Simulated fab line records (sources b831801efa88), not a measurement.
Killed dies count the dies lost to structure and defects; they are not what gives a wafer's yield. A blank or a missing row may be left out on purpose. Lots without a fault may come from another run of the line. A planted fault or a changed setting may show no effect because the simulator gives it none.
What tool caused it?    flow gf180mcu    12 lots, 36 wafers sampled, at 3 steps of a route of 602

WHAT THE GAUGES SHOWED, per wafer
GF_M2_OVL_MEAS_15.
lot   measured      on          M2_OVL (nm)
L075  day 19 12:47  overlay-02  1 3 0
L077  day 20 13:28  overlay-02  8 -2 -1
L079  day 21 03:25  overlay-01  1 -7 -3
L081  day 21 22:44  overlay-02  -1 -3 4
L083  day 22 15:19  overlay-02  3 -1 5
L085  day 23 12:23  overlay-01  -4 -1 0
L087  day 23 23:01  overlay-02  0 -6 0
L089  day 24 17:19  overlay-02  -4 -4 -4
L091  day 25 09:14  overlay-02  -11 -4 -2
L093  day 25 21:20  overlay-01  -4 7 -1
L095  day 26 13:16  overlay-02  7 4 11
L097  day 27 02:01  overlay-01  2 6 -5

WHICH TOOL RAN EACH LOT (tool, then ch and the chambers of the sampled wafers, then the start)
lot   GF_MVPSD_STRIP_10                     GF_CONTACT_STRIP_18
L075  plasma_asher-02 ch 0,1, day 5 06:37   plasma_asher-03 ch 0,1, day 16 09:42
L077  plasma_asher-02 ch 1, day 5 18:17     plasma_asher-03 ch 0,1, day 17 07:49
L079  plasma_asher-03 ch 0,1, day 6 06:17   plasma_asher-04 ch 1, day 17 23:01
L081  plasma_asher-03 ch 0, day 6 17:50     plasma_asher-04 ch 0,1, day 18 16:37
L083  plasma_asher-02 ch 0,1, day 7 07:17   plasma_asher-02 ch 0,1, day 19 09:33
L085  plasma_asher-02 ch 0,1, day 7 18:40   plasma_asher-02 ch 0,1, day 20 09:14
L087  plasma_asher-02 ch 0,1, day 8 05:35   plasma_asher-04 ch 0,1, day 20 20:25
L089  plasma_asher-02 ch 0,1, day 8 17:56   plasma_asher-04 ch 0,1, day 21 16:25
L091  plasma_asher-04 ch 0,1, day 9 07:34   plasma_asher-02 ch 0,1, day 22 09:18
L093  plasma_asher-04 ch 0,1, day 9 18:47   plasma_asher-04 ch 0, day 22 23:31
L095  plasma_asher-02 ch 1, day 10 06:50    plasma_asher-03 ch 0,1, day 23 16:34
L097  plasma_asher-02 ch 0,1, day 10 17:53  plasma_asher-04 ch 0,1, day 24 05:40
- GF_MVPSD_STRIP_10: strips in O2/N2.
- GF_CONTACT_STRIP_18: strips in O2/N2.

THE ANSWER, worked out from the rows above alone
Rule: what is usual is taken from the lots themselves. The widest of any qualifying gaps counts: lots, ordered by their means at a reading, are off when they make up no more than a third of the lots, leave a main group of 4 or more, and stand apart from it by 3 or more times the standard deviation of that group's means. A main group whose means are all the same, to the digits that the tables above print for the reading, isn't used. Also off: a lot with no number at a reading for which 4 or more lots have one. Where the step has rows for the other lots, those lots are counted as sound.
No lot is off at any reading shown: from this, nothing can be told.

WHAT WAS PUT IN BY THE SIMULATOR
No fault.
